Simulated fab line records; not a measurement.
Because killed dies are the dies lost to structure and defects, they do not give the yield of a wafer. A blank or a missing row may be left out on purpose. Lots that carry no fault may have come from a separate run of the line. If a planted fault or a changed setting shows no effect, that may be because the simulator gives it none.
fab line records	flow sfq-line
record lots=5	wafers=15	last-day=94
route steps=325 shown M7@295 I7@296 M8@311
lots that met no fault: taken from a fault-free run of the same line
start-h: hours from the record's opening day to when the first of the lot's shown wafers began	wait-h: how many hours have passed since the lot's step before this one	" as in the row above	L1.1+2: a row that stands for several wafers	- value missing, or start not given	* or withheld: withheld	< > ~ a bound
route shown NAME@n: names a module that has steps shown in the file, with the first one's number in the route	usual: average and standard deviation across the fault-free wafers	same: alike in all rows	chamber/n: place in a boat	sites: each site's reading	_std_site: standard deviation across them	_edge_site: inner sites' mean taken away from outer sites' mean	radius-mm: for every site, how far away it sits from the centre of the wafer	mask NAME#n: copy n	behind: the tool/chamber that last shaped the wafer	hold: why the lot was held/for how many hours/how that ended	device: which transistor (n, p or np) failed to switch	end of line: tests run on the same wafers once the route is complete	a step with no rows: only its recipe	killed: at the first sort, the dies lost to defects and structure; wafer yield is something else	map: a wafer's dies, x killed, . not, _ none there
set.NAME: the setting the step ran with; set.NAME@STEP: the setting that earlier step ran with	model.NAME: the simulator's own value behind a step, which no gauge read
certain route steps with their lots: each step a table, each wafer a row
services: the hour from which a tool's chamber was out of use, counted from the record's first day as start-h (under 0 if before that day), plus the number of hours and why
## steps
# step SFQ_TRILAYER_M7_STRIP_SOLV_CLEAN_182
# recipe chemistry=NMP	temp-c=70	time-s=600
lot.wafer	tool	chamber	start-h	wait-h
L079.1+2+3	wet-bench-02	6,0,1	1807.39	0.4
L081.1+2+5	wet-bench-02	7,4,5	1855.00	0.4
L088.1+2+4	wet-bench-04	7,4,6	2066.09	0.4
L093.2+5+6	wet-bench-02	2,3,4	2081.69	0.4
L094.1+2+4	wet-bench-04	1,4,6	2086.53	0.4
# step SFQ_TRILAYER_I7_DEP_PECVD_183
# recipe material=SiO2	temp-c=150	time-s=111.11	pressure-torr=2.4	rf-w=183.3	precursor=SiH4/N2O	target-thk-nm=500
# usual heater-power-w=93/12	susceptor-temp-C=150.03/0.15	throttle-valve-pct=24.8/1.4
lot.wafer	tool	chamber	start-h	wait-h	heater-power-w	susceptor-temp-C	throttle-valve-pct
L079.1	pecvd-04	2	1807.56	0.0	102	150.22	23.8
L079.2	"	0	"	"	110	150.12	25.2
L079.3	"	1	"	"	86	150.02	25.9
L081.1	pecvd-03	1	1855.18	0.0	91	150.29	24.3
L081.2	"	0	"	"	99	149.95	26.8
L081.5	"	0	"	"	100	149.77	26.9
L088.1	pecvd-04	2	2066.28	0.0	95	150.08	23.5
L088.2	"	1	"	"	89	150.02	26.2
L088.4	"	1	"	"	74	150.00	25.9
L093.2	pecvd-03	1	2081.86	0.0	97	149.89	25.0
L093.5	"	0	"	"	101	149.82	28.3
L093.6	"	1	"	"	79	150.19	25.3
L094.1	pecvd-04	0	2086.72	0.0	107	149.97	25.2
L094.2	"	1	"	"	75	149.95	25.9
L094.4	"	2	"	"	95	150.05	23.6
# step SFQ_TRILAYER_I7_CMP_CMP_184
# recipe material=SiO2	down-force-psi=3	platen-rpm=60	pad-velocity-m-s=0.94248
# usual motor-current-A=10.2/0.94	time-to-endpoint-s=216/8
lot.wafer	tool	chamber	start-h	wait-h	motor-current-A	time-to-endpoint-s
L079.1	cmp-02	0	1807.64	0.0	8.3	214
L079.2	"	2	1808.64	1.0	11.4	201
L079.3	"	3	"	"	10.2	206
L081.1	cmp-02	1	1857.60	2.4	10.4	220
L081.2	"	3	1858.60	3.4	11.1	215
L081.5	"	1	1859.60	4.3	10.4	229
L088.4	cmp-01	0	2066.86	0.5	11.0	209
L088.1	"	1	"	"	9.7	199
L088.2	"	2	"	"	9.7	199
L093.2	cmp-02	2	2082.94	1.0	10.7	207
L093.5	"	0	2083.94	2.0	8.2	220
L093.6	"	1	"	"	11.1	225
L094.1	cmp-01	1	2086.79	0.0	10.5	218
L094.4	"	2	"	"	10.0	219
L094.2	"	0	2088.29	1.5	11.1	209
# step SFQ_I7_BOW_MEAS_946
# recipe mode=bow
# usual I7_BOW=7/9.8
lot.wafer	tool	chamber	start-h	wait-h	I7_BOW[um]
L079.1	film-metro-03	-	1810.64	2.5	-7
L079.2	"	-	"	"	5
L079.3	"	-	"	"	1
L081.1	film-metro-03	-	1860.10	2.0	14
L081.2	"	-	"	"	12
L081.5	"	-	"	"	7
L088.1	film-metro-01	-	2069.36	1.5	5
L088.2	"	-	"	"	-4
L088.4	"	-	"	"	3
L093.2	film-metro-03	-	2084.96	1.5	10
L093.5	"	-	"	"	6
L093.6	"	-	"	"	7
L094.1	film-metro-04	-	2089.79	2.5	17
L094.2	"	-	"	"	15
L094.4	"	-	"	"	11
# step SFQ_TRILAYER_I7_METRO_MEASURE_185
# usual thk-nm=200.0/1.3
lot.wafer	tool	chamber	start-h	wait-h	thk-nm
L079.1	film-metro-03	-	1810.76	0.1	199.9
L079.2	"	-	"	"	198.7
L079.3	"	-	"	"	199.9
L081.1	film-metro-03	-	1860.22	0.1	200.1
L081.2	"	-	"	"	199.4
L081.5	"	-	"	"	201.4
L088.1	film-metro-01	-	2069.48	0.1	200.8
L088.2	"	-	"	"	201.3
L088.4	"	-	"	"	200.0
L093.2	film-metro-03	-	2085.26	0.3	198.0
L093.5	"	-	"	"	200.5
L093.6	"	-	"	"	201.6
L094.1	film-metro-04	-	2089.91	0.1	200.2
L094.2	"	-	"	"	201.3
L094.4	"	-	"	"	200.0
# step SFQ_TRILAYER_I7_VIA_LITHO_COAT_192
# recipe resist=BARC	spin-rpm=3000	resist-thk-nm=62
lot.wafer	tool	chamber	start-h	wait-h
L079.1+2+3	litho-track-04	0	1811.96	1.0
L081.1+2+5	litho-track-02	0	1861.42	1.0
L088.1+2+4	litho-track-01	0	2070.68	1.0
L093.2+5+6	litho-track-01	0	2086.31	0.8
L094.1+2+4	litho-track-01	0	2091.11	1.0
# step SFQ_TRILAYER_I7_VIA_LITHO_COAT_187
# recipe resist=KrF	spin-rpm=3000	resist-thk-nm=650
lot.wafer	tool	chamber	start-h	wait-h
L079.1+2+3	litho-track-04	0	1812.26	0.2
L081.1+2+5	litho-track-02	0	1861.72	0.2
L088.1+2+4	litho-track-01	0	2070.98	0.2
L093.2+5+6	litho-track-01	0	2086.61	0.2
L094.1+2+4	litho-track-01	0	2091.41	0.2
# step SFQ_TRILAYER_I7_VIA_LITHO_SOFTBAKE_191
# recipe temp-c=withheld	time-s=withheld	resist=KrF
lot.wafer	tool	chamber	start-h	wait-h
L079.1+2+3	litho-track-04	0	1812.56	0.2
L081.1+2+5	litho-track-02	0	1862.02	0.2
L088.1+2+4	litho-track-01	0	2071.28	0.2
L093.2+5+6	litho-track-01	0	2086.88	0.2
L094.1+2+4	litho-track-01	0	2091.71	0.2
# step SFQ_TRILAYER_I7_VIA_LITHO_EXPOSE_188
# recipe mask-id=I7	na=0.6	source-shape=conventional	sigma-outer=0.65	target-cd-nm=1000	dose-mj=21.3
# usual focus-offset-nm=0.0/0.54	stage-vel-mm-s=500.04/0.26
lot.wafer	tool	chamber	start-h	wait-h	mask	focus-offset-nm	stage-vel-mm-s
L079.1	krf-scanner-01	0	1907.97	-	I7#0	-1.1	499.82
L079.2	"	0	"	"	I7#0	-0.6	499.88
L079.3	"	0	"	"	I7#0	-0.4	499.96
L081.1	krf-scanner-01	0	1955.97	-	I7#0	0.0	499.97
L081.2	"	0	"	"	I7#0	-0.1	499.87
L081.5	"	0	"	"	I7#0	1.2	500.17
L088.1	krf-scanner-01	0	2160.37	-	I7#0	0.7	500.21
L088.2	"	0	"	"	I7#0	0.2	499.82
L088.4	"	0	"	"	I7#0	0.2	499.67
L093.2	krf-scanner-02	0	2177.49	-	I7#0	-0.8	500.47
L093.5	"	0	"	"	I7#0	-0.3	500.38
L093.6	"	0	"	"	I7#0	-0.2	500.35
L094.1	krf-scanner-01	0	2181.44	-	I7#0	-0.2	500.00
L094.2	"	0	"	"	I7#0	-0.2	500.05
L094.4	"	0	"	"	I7#0	0.1	500.02
# step SFQ_TRILAYER_I7_VIA_LITHO_PEB_190
# recipe peb-temp-c=115	peb-time-s=60	resist=KrF
lot.wafer	tool	chamber	start-h	wait-h
L079.1+2+3	litho-track-02	0	1909.17	1.0
L081.1+2+5	litho-track-04	0	1957.17	1.0
L088.1+2+4	litho-track-01	0	2161.57	1.0
L093.2+5+6	litho-track-01	0	2178.52	0.8
L094.1+2+4	litho-track-01	0	2182.64	1.0
# step SFQ_TRILAYER_I7_VIA_LITHO_DEVELOP_189
# recipe time-s=60	resist=KrF
lot.wafer	tool	chamber	start-h	wait-h
L079.1+2+3	litho-track-02	0	1909.32	0.1
L081.1+2+5	litho-track-04	0	1957.32	0.1
L088.1+2+4	litho-track-01	0	2161.72	0.1
L093.2+5+6	litho-track-01	0	2178.67	0.1
L094.1+2+4	litho-track-01	0	2182.79	0.1
# step SFQ_I7_OVL_MEAS_947
# usual I7_OVL=2/5
lot.wafer	tool	chamber	start-h	wait-h	I7_OVL[nm]
L079.1	overlay-01	-	1909.47	0.1	-1
L079.2	"	-	"	"	0
L079.3	"	-	"	"	0
L081.1	overlay-01	-	1957.47	0.1	6
L081.2	"	-	"	"	9
L081.5	"	-	"	"	13
L088.1	overlay-02	-	2161.87	0.1	-3
L088.2	"	-	"	"	1
L088.4	"	-	"	"	2
L093.2	overlay-01	-	2178.80	0.1	-6
L093.5	"	-	"	"	-5
L093.6	"	-	"	"	-3
L094.1	overlay-01	-	2182.94	0.1	2
L094.2	"	-	"	"	7
L094.4	"	-	"	"	7
# step SFQ_TRILAYER_I7_VIA_BARC_OPEN_VIA_ETCH_260
# recipe mask-material=PR	chemistry=O2	target-depth-nm=125	target=BARC	source-w=500	bias-w=80	pressure-mtorr=30	time-s=41.7
# usual drypump-motor-current-A=5.6/0.39	oes-product-au=0.687/0.0049
lot.wafer	tool	chamber	start-h	wait-h	drypump-motor-current-A	oes-product-au	rf-hours-counter-h
L079.1	rie-diel-03	1	1909.50	0.0	5.6	0.684	0
L079.2	"	2	"	"	5.7	0.686	19
L079.3	"	3	"	"	5.2	0.679	1
L081.1	rie-diel-04	0	1957.50	0.0	5.0	0.695	18
L081.2	"	1	"	"	5.9	0.684	10
L081.5	"	0	"	"	5.0	0.689	-
L088.1	rie-diel-01	2	2161.90	0.0	6.3	0.682	2
L088.2	"	0	"	"	5.7	0.685	1
L088.4	"	1	"	"	5.3	0.693	3
L093.2	rie-diel-01	0	2178.83	0.0	5.7	0.693	2
L093.5	"	3	"	"	5.6	0.682	-
L093.6	"	0	"	"	5.7	0.687	-
L094.1	rie-diel-01	0	2182.98	0.0	5.6	0.693	2
L094.2	"	3	"	"	5.6	0.685	2
L094.4	"	1	"	"	5.3	0.683	4
# step SFQ_TRILAYER_I7_VIA_ETCH_VIA_ETCH_190
# recipe target=SiO2	stop-on=Nb	mask-material=PR	taper-deg=20	chemistry=CHF3	target-depth-nm=260	source-w=500	bias-w=80	pressure-mtorr=30	time-s=withheld
# usual drypump-motor-current-A=5.6/0.38	oes-product-au=0.854/0.005
lot.wafer	tool	chamber	start-h	wait-h	drypump-motor-current-A	oes-product-au
L079.1	rie-diel-03	1	1909.54	0.0	5.6	0.848
L079.2	"	2	"	"	5.7	0.848
L079.3	"	3	"	"	5.3	0.857
L081.1	rie-diel-04	0	1957.54	0.0	5.0	0.849
L081.2	"	1	"	"	5.9	0.850
L081.5	"	0	"	"	5.0	0.854
L088.1	rie-diel-01	2	2161.94	0.0	6.3	0.860
L088.2	"	0	"	"	5.7	0.857
L088.4	"	1	"	"	5.3	0.853
L093.2	rie-diel-01	0	2178.87	0.0	5.7	0.849
L093.5	"	3	"	"	5.6	0.857
L093.6	"	0	"	"	5.6	0.861
L094.1	rie-diel-01	0	2183.02	0.0	5.7	0.853
L094.2	"	3	"	"	5.6	0.862
L094.4	"	1	"	"	5.3	0.862
# step SFQ_TRILAYER_I7_VIA_STRIP_STRIP_191
# recipe gas=O2	power-w=200	platen-temp-c=40	overash-fraction=0.65	chemistry=O2	pressure-mtorr=50
# usual drypump-motor-current-A=5.7/0.45	oes-product-au=1.001/0.0084
lot.wafer	tool	chamber	start-h	wait-h	drypump-motor-current-A	oes-product-au	rf-hours-counter-h
L079.1	rie-metal-02	1	1909.65	-	6.5	0.998	73
L079.2	"	0	"	"	5.3	0.996	118
L079.3	"	1	"	"	6.4	0.996	-
L081.1	rie-metal-02	1	1957.65	-	6.5	0.997	79
L081.2	"	0	"	"	5.3	0.999	124
L081.5	"	1	"	"	6.4	1.005	-
L088.1	rie-metal-02	1	2162.05	-	6.4	0.983	111
L088.2	"	0	"	"	5.3	1.001	16
L088.4	"	0	"	"	5.3	1.000	-
L093.2	rie-metal-02	0	2178.98	-	5.3	1.002	17
L093.5	"	1	"	"	6.5	1.002	-
L093.6	"	0	"	"	5.3	1.014	-
L094.1	rie-metal-01	0	2183.13	-	5.4	0.998	26
L094.2	"	1	"	"	5.4	1.019	95
L094.4	"	1	"	"	5.4	1.021	-
# step SFQ_TRILAYER_I7_VIA_STRIP_SOLV_CLEAN_192
# recipe chemistry=NMP	temp-c=70	time-s=600
lot.wafer	tool	chamber	start-h	wait-h
L079.1+2+3	wet-bench-03	7,5,1	1910.25	0.4
L081.1+2+5	wet-bench-01	6,0,7	1958.25	0.4
L088.1+2+4	wet-bench-04	6,7,5	2162.65	0.4
L093.2+5+6	wet-bench-04	1,3,0	2179.58	0.4
L094.1+2+4	wet-bench-01	7,5,4	2183.73	0.4
# step SFQ_TRILAYER_M8_LITHO_LOR_COAT_197
# recipe resist=lift-off	spin-rpm=3000
lot.wafer	tool	chamber	start-h	wait-h
L079.1+2+3	litho-track-03	0	1910.43	0.0
L081.1+2+5	litho-track-04	0	1958.43	0.0
L088.1+2+4	litho-track-01	0	2162.83	0.0
L093.2+5+6	litho-track-01	0	2179.80	0.1
L094.1+2+4	litho-track-01	0	2183.90	0.0
# step SFQ_TRILAYER_M8_LITHO_LOR_BAKE_198
# recipe resist=lift-off	temp-c=withheld	time-s=withheld
lot.wafer	tool	chamber	start-h	wait-h
L079.1+2+3	litho-track-03	0	1910.73	0.2
L081.1+2+5	litho-track-04	0	1958.73	0.2
L088.1+2+4	litho-track-01	0	2163.13	0.2
L093.2+5+6	litho-track-01	0	2180.15	0.3
L094.1+2+4	litho-track-01	0	2184.20	0.2
# step SFQ_TRILAYER_M8_LITHO_COAT_193
# recipe resist=KrF	spin-rpm=3000	resist-thk-nm=600
lot.wafer	tool	chamber	start-h	wait-h
L079.1+2+3	litho-track-03	0	-	-
L081.1+2+5	litho-track-04	0	-	-
L088.1+2+4	litho-track-01	0	-	-
L093.2+5+6	litho-track-01	0	-	-
L094.1+2+4	litho-track-01	0	-	-
# step SFQ_TRILAYER_M8_LITHO_SOFTBAKE_199
# recipe temp-c=withheld	time-s=withheld	resist=KrF
lot.wafer	tool	chamber	start-h	wait-h
L079.1+2+3	litho-track-03	0	-	-
L081.1+2+5	litho-track-04	0	-	-
L088.1+2+4	litho-track-01	0	-	-
L093.2+5+6	litho-track-01	0	-	-
L094.1+2+4	litho-track-01	0	-	-
# step SFQ_TRILAYER_M8_LITHO_EXPOSE_194
# recipe mask-id=M8	na=0.6	source-shape=conventional	sigma-outer=0.65	target-cd-nm=2000	dose-mj=14.4
# usual focus-offset-nm=0.0/0.5	stage-vel-mm-s=500.03/0.27
lot.wafer	tool	chamber	start-h	wait-h	mask	focus-offset-nm	stage-vel-mm-s
L079.1	krf-scanner-02	0	1911.73	-	M8#0	0.7	500.03
L079.2	"	0	"	"	M8#0	0.5	500.28
L079.3	"	0	"	"	M8#0	0.7	499.99
L081.1	krf-scanner-02	0	1959.73	-	M8#0	-0.3	500.33
L081.2	"	0	"	"	M8#0	0.2	500.24
L081.5	"	0	"	"	M8#0	-0.8	500.38
L088.1	krf-scanner-01	0	2165.92	-	M8#0	0.9	500.36
L088.2	"	0	"	"	M8#0	0.6	500.17
L088.4	"	0	"	"	M8#0	0.9	500.22
L093.2	krf-scanner-02	0	2250.42	-	M8#0	0.0	499.66
L093.5	"	0	"	"	M8#0	0.7	499.91
L093.6	"	0	"	"	M8#0	-0.1	500.30
L094.1	krf-scanner-02	0	2255.02	-	M8#0	0.0	499.79
L094.2	"	0	"	"	M8#0	0.2	499.76
L094.4	"	0	"	"	M8#0	-0.2	499.58
# step SFQ_TRILAYER_M8_LITHO_PEB_196
# recipe peb-temp-c=115	peb-time-s=60	resist=KrF
lot.wafer	tool	chamber	start-h	wait-h
L079.1+2+3	litho-track-03	0	1912.93	1.0
L081.1+2+5	litho-track-04	0	1960.93	1.0
L088.1+2+4	litho-track-03	0	2167.12	1.0
L093.2+5+6	litho-track-04	0	2251.44	0.8
L094.1+2+4	litho-track-03	0	2256.22	1.0
# step SFQ_TRILAYER_M8_LITHO_DEVELOP_195
# recipe img-clear-s=15	time-s=55	resist=KrF
lot.wafer	tool	chamber	start-h	wait-h
L079.1+2+3	litho-track-03	0	1913.08	0.1
L081.1+2+5	litho-track-04	0	1961.08	0.1
L088.1+2+4	litho-track-03	0	2167.27	0.1
L093.2+5+6	litho-track-04	0	2251.59	0.1
L094.1+2+4	litho-track-03	0	2256.37	0.1
# step SFQ_M8_OVL_MEAS_948
# usual M8_OVL=2/5
lot.wafer	tool	chamber	start-h	wait-h	M8_OVL[nm]
L079.1	overlay-02	-	1913.22	0.1	11
L079.2	"	-	"	"	12
L079.3	"	-	"	"	2
L081.1	overlay-01	-	1961.22	0.1	5
L081.2	"	-	"	"	11
L081.5	"	-	"	"	6
L088.1	overlay-02	-	2167.41	0.1	2
L088.2	"	-	"	"	-6
L088.4	"	-	"	"	-3
L093.2	overlay-02	-	2251.71	0.1	-3
L093.5	"	-	"	"	3
L093.6	"	-	"	"	0
L094.1	overlay-02	-	2256.51	0.1	3
L094.2	"	-	"	"	5
L094.4	"	-	"	"	0
# step SFQ_TRILAYER_M8_DEP_EVAP_197
# recipe material=Ti	angular-spread-deg=1	target-thk-nm=20	time-s=100	power-w=2000
lot.wafer	tool	chamber	start-h	wait-h
L079.1+2+3	pvd-sputter-01	-	1913.26	0.0
L081.1+2+5	pvd-sputter-01	-	1961.26	0.0
L088.1+2+4	pvd-sputter-01	-	2167.44	0.0
L093.2+5+6	pvd-sputter-02	-	2251.74	0.0
L094.1+2+4	pvd-sputter-01	-	2256.54	0.0
# step SFQ_TRILAYER_M8_DEP_EVAP_198
# recipe material=Pt	angular-spread-deg=1	target-thk-nm=50	time-s=250	power-w=2000
lot.wafer	tool	chamber	start-h	wait-h
L079.1+2+3	pvd-sputter-01	-	1913.33	0.0
L081.1+2+5	pvd-sputter-01	-	1961.33	0.0
L088.1+2+4	pvd-sputter-01	-	2167.52	0.0
L093.2+5+6	pvd-sputter-02	-	2251.82	0.0
L094.1+2+4	pvd-sputter-01	-	2256.62	0.0
# step SFQ_TRILAYER_M8_DEP_EVAP_196
# recipe material=Au	angular-spread-deg=1	target-thk-nm=180	time-s=900	power-w=2000
lot.wafer	tool	chamber	start-h	wait-h
L079.1+2+3	pvd-sputter-01	-	1913.48	0.1
L081.1+2+5	pvd-sputter-01	-	1961.48	0.1
L088.1+2+4	pvd-sputter-01	-	2167.67	0.1
L093.2+5+6	pvd-sputter-02	-	2251.97	0.1
L094.1+2+4	pvd-sputter-01	-	2256.77	0.1
# step SFQ_M8_RS_MEAS_949
# recipe thk-meas-gauge=four-point-probe	reads=Au_of_TRILAYER_M8_DEP_EVAP_196+Pt_of_TRILAYER_M8_DEP_EVAP_198+Ti_of_TRILAYER_M8_DEP_EVAP_197
# usual M8_AU_RS=0.1535/0.0017
lot.wafer	tool	chamber	start-h	wait-h	M8_AU_RS[ohm/sq]
L079.1	film-metro-01	-	1914.00	0.3	0.1559
L079.2	"	-	"	"	0.1550
L079.3	"	-	"	"	0.1535
L081.1	film-metro-01	-	1962.00	0.3	0.1539
L081.2	"	-	"	"	0.1534
L081.5	"	-	"	"	0.1545
L088.1	film-metro-01	-	2168.19	0.3	0.1556
L088.2	"	-	"	"	0.1549
L088.4	"	-	"	"	0.1555
L093.2	film-metro-01	-	2252.51	0.3	0.1515
L093.5	"	-	"	"	0.1522
L093.6	"	-	"	"	0.1527
L094.1	film-metro-04	-	2257.29	0.3	0.1551
L094.2	"	-	"	"	0.1556
L094.4	"	-	"	"	0.1542
# step SFQ_M8_THK_MEAS_950
# recipe thk-meas-gauge=xrf	reads=Au_of_TRILAYER_M8_DEP_EVAP_196
# usual M8_AU_THK=182.3/2.2
lot.wafer	tool	chamber	start-h	wait-h	M8_AU_THK[nm]
L079.1	film-metro-01	-	1914.12	0.1	179.7
L079.2	"	-	"	"	181.9
L079.3	"	-	"	"	182.4
L081.1	film-metro-01	-	1962.12	0.1	181.6
L081.2	"	-	"	"	182.0
L081.5	"	-	"	"	180.7
L088.1	film-metro-01	-	2168.31	0.1	178.7
L088.2	"	-	"	"	180.2
L088.4	"	-	"	"	179.3
L093.2	film-metro-01	-	2252.62	0.1	183.9
L093.5	"	-	"	"	182.5
L093.6	"	-	"	"	183.4
L094.1	film-metro-04	-	2257.41	0.1	179.4
L094.2	"	-	"	"	179.0
L094.4	"	-	"	"	182.4
# step SFQ_TRILAYER_M8_LIFTOFF_LIFTOFF_197
# recipe temp-c=80	time-s=600	chemistry=NMP
lot.wafer	tool	chamber	start-h	wait-h
L079.1+2+3	wet-bench-04	0,5,2	1914.18	0.1
L081.1+2+5	wet-bench-03	7,6,2	1962.18	0.1
L088.1+2+4	wet-bench-02	6,0,1	2168.37	0.1
L093.2+5+6	wet-bench-02	3,1,0	2252.67	0.0
L094.1+2+4	wet-bench-03	5,0,1	2257.47	0.1
# step SFQ_M8_BOW_MEAS_951
# recipe mode=bow
# usual M8_BOW=8/9.7
lot.wafer	tool	chamber	start-h	wait-h	M8_BOW[um]
L079.1	film-metro-02	-	1914.37	0.0	-6
L079.2	"	-	"	"	5
L079.3	"	-	"	"	2
L081.1	film-metro-01	-	1962.36	0.0	14
L081.2	"	-	"	"	12
L081.5	"	-	"	"	8
L088.1	film-metro-02	-	2168.54	0.0	8
L088.2	"	-	"	"	-1
L088.4	"	-	"	"	6
L093.2	film-metro-04	-	2252.86	0.0	10
L093.5	"	-	"	"	8
L093.6	"	-	"	"	7
L094.1	film-metro-01	-	2257.64	0.0	18
L094.2	"	-	"	"	15
L094.4	"	-	"	"	11
## services
tool	chamber	start-h	hours	kind
krf-scanner-01	-	1784.28	1.3	pm
rie-diel-01	2	1784.64	4.8	repair
wet-bench-02	-	1820.10	26.2	repair
krf-scanner-01	-	1821.29	0.8	pm
krf-scanner-01	-	1825.39	0.3	repair
krf-scanner-02	-	1829.15	1.3	pm
pvd-sputter-01	-	1860.34	1.6	repair
wet-bench-04	-	1866.74	1.2	repair
krf-scanner-01	-	1873.04	1.0	pm
krf-scanner-02	-	1881.44	1.0	pm
krf-scanner-02	-	1929.03	0.8	pm
rie-diel-01	1	1948.62	8.5	repair
krf-scanner-01	-	1959.82	1.1	repair
krf-scanner-01	-	1960.95	1.3	pm
pvd-sputter-01	-	1968.70	5.1	repair
krf-scanner-02	-	2005.33	1.3	pm
krf-scanner-01	-	2013.85	3.6	pm
krf-scanner-01	-	2018.80	0.5	repair
pvd-sputter-01	-	2024.57	5.5	repair
pvd-sputter-01	-	2057.30	0.9	repair
rie-diel-01	-	2090.57	1.3	repair
pvd-sputter-01	-	2197.18	4.7	repair
rie-diel-01	3	2199.60	7.7	repair
rie-diel-01	1	2210.92	3.3	repair
## key
fault none
